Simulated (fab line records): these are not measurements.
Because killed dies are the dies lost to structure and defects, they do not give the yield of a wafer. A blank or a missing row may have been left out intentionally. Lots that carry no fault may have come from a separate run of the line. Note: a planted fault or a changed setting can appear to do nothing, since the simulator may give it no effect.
Commonality check across tools | flow gf180mcu | 33 wafers sampled across 11 lots

## THE REASON FOR OPENING IT
GF_HV_LDD_THK_MEAS_57, reading HV_LDD_CVD_56_THK: flagged on 2 of 11 lots. Wafers without a fault read 90.5 nm, standard deviation 0.85.
Rule: a lot is flagged when every wafer of it that has a number lies more than 4 standard deviations from that mean, or none has a number. All remaining lots are regarded as sound.

lot  | measured     | on            | HV_LDD_CVD_56_THK (nm), wafer by wafer | flag
L980 | day 13 22:23 | film_metro-03 | 90.9 90.0 91.3                         |
L982 | day 14 09:55 | film_metro-01 | 90.4 89.8 91.0                         |
L984 | day 15 04:25 | film_metro-01 | 90.2 90.4 90.3                         |
L990 | day 17 17:09 | film_metro-02 | 97.1 97.2 97.5                         | FLAGGED
L989 | day 17 19:17 | film_metro-03 | 95.4 95.4 96.1                         | FLAGGED
L991 | day 18 01:21 | film_metro-02 | 90.7 91.7 91.1                         |
L992 | day 18 09:14 | film_metro-02 | 90.2 90.6 90.5                         |
L994 | day 19 00:01 | film_metro-01 | 92.6 92.0 92.7                         |
L997 | day 19 14:52 | film_metro-01 | 90.3 90.4 90.4                         |
L998 | day 20 06:53 | film_metro-01 | 90.4 91.2 90.9                         |
L999 | day 20 12:57 | film_metro-02 | 91.2 90.6 90.6                         |
The mean of the flagged lots' numbers is 96.5 nm, +6.0 nm from the usual (+7 standard deviations).

## LOT BY LOT: THE TOOL USED
The record holds 1 process step before the reading, out of a route of 602 steps. Read each cell as the tool, then ch plus the chambers that the sampled wafers visited, then the start.
lot  | flag    | GF_HV_LDD_CVD_56
L980 |         | lpcvd-02 ch 1, day 13 20:58
L982 |         | lpcvd-01 ch 0, day 14 08:28
L984 |         | lpcvd-02 ch 0, day 15 02:59
L990 | FLAGGED | lpcvd-02 ch 0, day 17 15:00
L989 | FLAGGED | lpcvd-02 ch 0, day 17 17:08
L991 |         | lpcvd-01 ch 0, day 17 23:52
L992 |         | lpcvd-01 ch 0, day 18 07:49
L994 |         | lpcvd-01 ch 0, day 18 21:52
L997 |         | lpcvd-01 ch 0, day 19 13:25
L998 |         | lpcvd-01 ch 1, day 20 05:26
L999 |         | lpcvd-01 ch 0, day 20 11:31
What these steps do:
- GF_HV_LDD_CVD_56: deposits Si3N4 from DCS/NH3, target thk 90 nm, time 1543 s.
- GF_HV_LDD_THK_MEAS_57

## FLAGGED OVER TOTAL, TOOL BY TOOL (the gauges that took the reading come last)
step                  | tool          | lots run | flagged | share of the flagged lots | sound lots run after its first flagged lot
GF_HV_LDD_CVD_56      | lpcvd-01      | 7        | 0       | none                      | -
GF_HV_LDD_CVD_56      | lpcvd-02      | 4        | 2       | all                       | 0
GF_HV_LDD_THK_MEAS_57 | film_metro-01 | 5        | 0       | none                      | -
GF_HV_LDD_THK_MEAS_57 | film_metro-02 | 4        | 1       | some                      | 3 (L991,L992,L999)
GF_HV_LDD_THK_MEAS_57 | film_metro-03 | 2        | 1       | some                      | 0

## WHAT IS ALLOWED BY THE TABLE
In the table, 1 row covers all flagged lots: lpcvd-02 at GF_HV_LDD_CVD_56.
- lpcvd-02 at GF_HV_LDD_CVD_56: 2 of its 4 lots flagged. Its last sound lot is L984 (day 15 02:59), its first flagged lot L990 (day 17 15:00): a fault that began between those two fits.
lpcvd-02 at GF_HV_LDD_CVD_56 is the single tool remaining.

## WHAT HAD BEEN PUT IN BY THE SIMULATOR
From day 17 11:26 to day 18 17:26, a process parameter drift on lpcvd-02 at GF_HV_LDD_CVD_56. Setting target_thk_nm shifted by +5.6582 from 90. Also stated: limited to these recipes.
Shown lots that were struck: L990, L989. The same result came from the rule above.
